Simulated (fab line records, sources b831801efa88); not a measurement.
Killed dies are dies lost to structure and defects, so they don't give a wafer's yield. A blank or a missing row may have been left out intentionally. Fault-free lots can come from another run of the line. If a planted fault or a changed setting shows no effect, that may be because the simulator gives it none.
Code-filled problem report in 8D (eight disciplines) form + flow sky130 + the parts of the form that need people (team, actions taken, sign-off) are left out

== 1. WHAT WENT WRONG ==
NWELL_2_TW at SKY_NWELL_TW_MEAS_26 reads a mean of 29.8 on 3 wafers of 1 lot; wafers without a fault read 495.8 with a standard deviation of 3. That is -99 or more standard deviations from the usual mean.
First seen on wafer L365.1, day 6 22:48, on filmMetro-01. The record has a number at this step for 33 wafers belonging to 11 lots. By rule, "out" or "out of limits" means more than 4 standard deviations away from the usual mean. The rest of the wafers with a number are treated as sound.

== 2. WHAT THIS IS AND IS NOT ==
| question                    | is                     | is not                                                                                             |
|-----------------------------|------------------------|----------------------------------------------------------------------------------------------------|
| which readings at this step | NWELL_2_TW             | -                                                                                                  |
| which lots                  | L365                   | L361, L362, L363, L366, L367, L375, L376, L378, L381, L382                                         |
| which wafers of those lots  | all that have a number | -                                                                                                  |
| read on which gauges        | filmMetro-01           | filmMetro-03, filmMetro-04                                                                         |
| when                        | from day 6 22:48       | up to then (12 sound wafers); but 18 sound wafers of L367, L375, L376, L378, L381, L382 came after |

== 3. SUSPECTS, AND WHAT RULES EACH OUT ==
Counting: any tool at a process step up to the reading is kept as a suspect provided that every lot that is out went through it and no sound lot did after the first of them.
- the gauge at SKY_NWELL_TW_MEAS_26: ruled out. All the wafers that are out were read on filmMetro-01, but those of them that SKY_NWELL_STRIP_14 has rows for are out there too, on other tools.
- plasmaAsher-04 at SKY_NWELL_STRIP_14 (strips in O2/N2): ruled out as a lasting fault. After its first lot that is out, L365 (day 6 03:43), sound lots L381, L382 ran on it.
- plasmaAsher-04 at SKY_NWELL_STRIP_25 (strips in O2/N2): ruled out as a lasting fault. After its first lot that is out, L365 (day 6 22:42), sound lots L367 ran on it.
Left after counting: nothing in the record.

== 4. THE CAUSE (what the simulator had put in) ==
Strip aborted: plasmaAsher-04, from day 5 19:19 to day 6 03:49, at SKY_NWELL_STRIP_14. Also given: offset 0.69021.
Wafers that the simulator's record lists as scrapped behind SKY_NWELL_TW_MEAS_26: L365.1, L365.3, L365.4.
It was ruled out by counting, in error; the rule expects a fault to strike all lots run on its tool from its start on, and this fault did not.

== 5. THE EFFECT CHAIN, in route order ==
One row per reading whose mean, taken over the struck wafers that have a number, lies over 3 standard deviations from the usual. Readings are gone through only where the record gives a usual standard deviation; hours: the median, over the lots, of the time from a lot's start at the first step in this table giving one to that lot's start at this step; sigmas: the change measured in usual standard deviations.
| hours | step                 | reading              | usual      | on struck wafers | change | sigmas      |
|-------|----------------------|----------------------|------------|------------------|--------|-------------|
| 0     | SKY_NWELL_STRIP_14   | oesProductAu         | 0.722 a.u. | 0.944            | +0.222 | +45         |
| 19    | SKY_NWELL_STRIP_25   | stripTimeToEndpointS | 36.92 s    | 56.59            | +19.67 | +99 or more |
| 19    | SKY_NWELL_TW_MEAS_26 | NWELL_2_TW           | 495.8      | 29.8             | -466.0 | -99 or more |
The process steps in it:
- SKY_NWELL_STRIP_14: strips in O2/N2.
- SKY_NWELL_STRIP_25: strips in O2/N2.
Readings that are blank on the struck wafers while sound wafers have them: stripTimeToEndpointS at SKY_NWELL_STRIP_14.

== 6. WHAT WOULD HAVE CAUGHT IT SOONER ==
Counted from the fault's start at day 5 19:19, it took 27 hours until the first out-of-limits reading at a measuring or inspecting step in this record, taken at day 6 22:48.
The tool's own readings at SKY_NWELL_STRIP_14 were out on every struck wafer that the step has a row for (oesProductAu): an alarm limit on them would have fired on the first of those.
